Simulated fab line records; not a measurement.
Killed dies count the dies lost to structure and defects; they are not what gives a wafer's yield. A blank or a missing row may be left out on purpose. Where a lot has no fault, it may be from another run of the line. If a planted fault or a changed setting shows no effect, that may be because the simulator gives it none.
2 desks, one fault ; flow gf180mcu ; each desk holds nothing but its own numbers, with what lay behind them at the end

THE METROLOGY DESK
Means of the sampled wafers that have a number, per lot and without regard to the tool the lot ran on: this is what the gauges read. Any lot whose mean is over 4 standard deviations away from the usual mean is out of limits and marked OUT; that distance is given in the brackets.
Columns: A = POLY_GATE_OVL at GF_POLY_GATE_OVL_MEAS_11, usual -1 nm; B = HV_LDD_CVD_54_THK at GF_HV_LDD_THK_MEAS_55, usual 10.03 nm
lot;first seen here;A;B
L476;day 9 17:45;0;10.11
L477;day 9 20:24;2;10.10
L479;day 10 11:57;-1;10.00
L480;day 10 23:01;0;10.19
L481;day 10 23:14;5;10.09
L482;day 11 17:50;4;9.89
L484;day 12 01:19;-3;10.20
L486;day 12 11:07;-6;3.49 (-47) OUT
L487;day 13 00:44;-6;3.46 (-47) OUT
L488;day 13 08:21;6;3.49 (-47) OUT
L496;day 15 14:37;1;9.99
L497;day 15 22:05;-4;9.86
L498;day 16 03:15;-13;10.03
This desk's result: L486, L487, L488 out of limits, first on L486 (HV_LDD_CVD_54_THK at GF_HV_LDD_THK_MEAS_55), day 16 05:07. L476, L477, L479, L480, L481, L482, L484, L496, L497, L498 stayed within limits.

TOOL OWNER'S DESK, lpcvd-02
The tool's own readings at GF_HV_LDD_CVD_54 (deposits SiO2 from TEOS, target thk 10 nm, time 75 s): means of the sampled wafers that have a number, for each lot that ran on this tool. Any lot whose mean is over 4 standard deviations away from the usual mean is out of limits and marked OUT; that distance is given in the brackets.
Columns: A = spikeTcCentreC at GF_HV_LDD_CVD_54, usual 679.9 C
lot;first seen here;A
L476;day 13 01:26;680.9
L477;day 13 03:56;681.0
L480;day 14 09:07;679.4
L481;day 14 12:08;680.0
L484;day 15 15:32;681.0
L486;day 16 03:34;679.5
L487;day 16 18:32;679.8
L488;day 17 01:49;679.0
L496;day 19 21:56;677.7
L497;day 20 01:22;680.5
L498;day 20 07:44;678.4
This desk's finding: nothing out of limits on any of the 11 lots.

ALL TOGETHER
An alarm was possible from the metrology desk at day 16 05:07, on L486, L487, L488.
Nothing out of limits was seen by the tool owner's desk.
The tool owner's desk has L486, L487, L488 on record, within its limits.
On lpcvd-02, each named lot ran GF_HV_LDD_CVD_54.

WHAT THE SIMULATOR PUT IN
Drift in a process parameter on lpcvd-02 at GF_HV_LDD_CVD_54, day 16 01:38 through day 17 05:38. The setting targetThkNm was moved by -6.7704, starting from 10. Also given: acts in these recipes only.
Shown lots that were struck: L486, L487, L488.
Hours from the fault's start to each desk's first reading out of limits: the metrology desk, 3.
